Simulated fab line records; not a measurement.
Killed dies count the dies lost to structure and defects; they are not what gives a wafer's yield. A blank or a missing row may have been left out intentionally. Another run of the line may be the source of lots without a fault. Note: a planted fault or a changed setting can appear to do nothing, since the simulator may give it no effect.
2 desks, one fault || flow sky130 || numbers are kept per desk, each desk with only its own; the story behind them comes last

== FROM THE METROLOGY DESK ==
Lot by lot, what the gauges showed, no matter which tool ran the lot: averages of those sampled wafers that carry a number. If a lot's mean is further than 4 standard deviations from the usual mean, the lot is out of limits and carries the mark OUT (the distance appears in the brackets).
Columns: A = NWELL_OXIDATION_THK at SKY_NWELL_THK_MEAS_02, usual 10.00 nm; B = DNWELL_TW at SKY_DNWELL_TW_MEAS_09, usual 1106; C = PWDE_OVL at SKY_PWDE_OVL_MEAS_07, usual -0.9 nm; D = PWDE_TW at SKY_PWDE_TW_MEAS_10, usual 372; E = NWELL_00_OVL at SKY_NWELL_OVL_MEAS_10, usual -0.6 nm; F = NWELL_TW at SKY_NWELL_TW_MEAS_15, usual 1807
{"lot": "L937", "first seen here": "day 4 07:52", "A": 9.99, "B": 1100, "C": -2.1, "D": 373, "E": -0.2, "F": 1788}
{"lot": "L940", "first seen here": "day 5 03:46", "A": 9.91, "B": 1097, "C": 0.5, "D": 374, "E": 0.2, "F": 1823}
{"lot": "L944", "first seen here": "day 5 22:23", "A": 9.74, "B": 1111, "C": -1.2, "D": 375, "E": -1.2, "F": 1821}
{"lot": "L948", "first seen here": "day 6 16:17", "A": 10.04, "B": 1114, "C": -0.7, "D": 373, "E": 1.2, "F": 1794}
{"lot": "L949", "first seen here": "day 6 20:10", "A": 9.65, "B": 1107, "C": -2.3, "D": 371, "E": -0.7, "F": 1828}
{"lot": "L952", "first seen here": "day 7 12:18", "A": 10.35, "B": 1122, "C": -0.9, "D": 375, "E": -1.8, "F": 1805}
This desk's finding: nothing out of limits on any of the 6 lots.

== TOOL OWNER'S DESK, litho-track-03 ==
The tool's own readings at SKY_DNWELL_DEVELOP_06 (develop time 60 s): means of the sampled wafers that have a number, for each lot that ran on this tool. If a lot's mean is further than 4 standard deviations from the usual mean, the lot is out of limits and carries the mark OUT (the distance appears in the brackets).
Columns: A = developer-temp-C at SKY_DNWELL_DEVELOP_06, usual 23.00 C; B = exhaust-pa at SKY_DNWELL_DEVELOP_06, usual 45.1 Pa
{"lot": "L948", "first seen here": "day 7 11:00", "A": 22.99, "B": 44.7}
{"lot": "L949", "first seen here": "day 7 15:00", "A": 22.97, "B": 45.2}
{"lot": "L952", "first seen here": "day 8 08:00", "A": 23.16, "B": 45.9}
This desk's finding: nothing out of limits on any of the 3 lots.

== BROUGHT TOGETHER ==
Metrology desk: nothing out of limits seen.
The desk of the tool owner found nothing out of limits.

== WHAT THE SIMULATOR HAD PUT IN ==
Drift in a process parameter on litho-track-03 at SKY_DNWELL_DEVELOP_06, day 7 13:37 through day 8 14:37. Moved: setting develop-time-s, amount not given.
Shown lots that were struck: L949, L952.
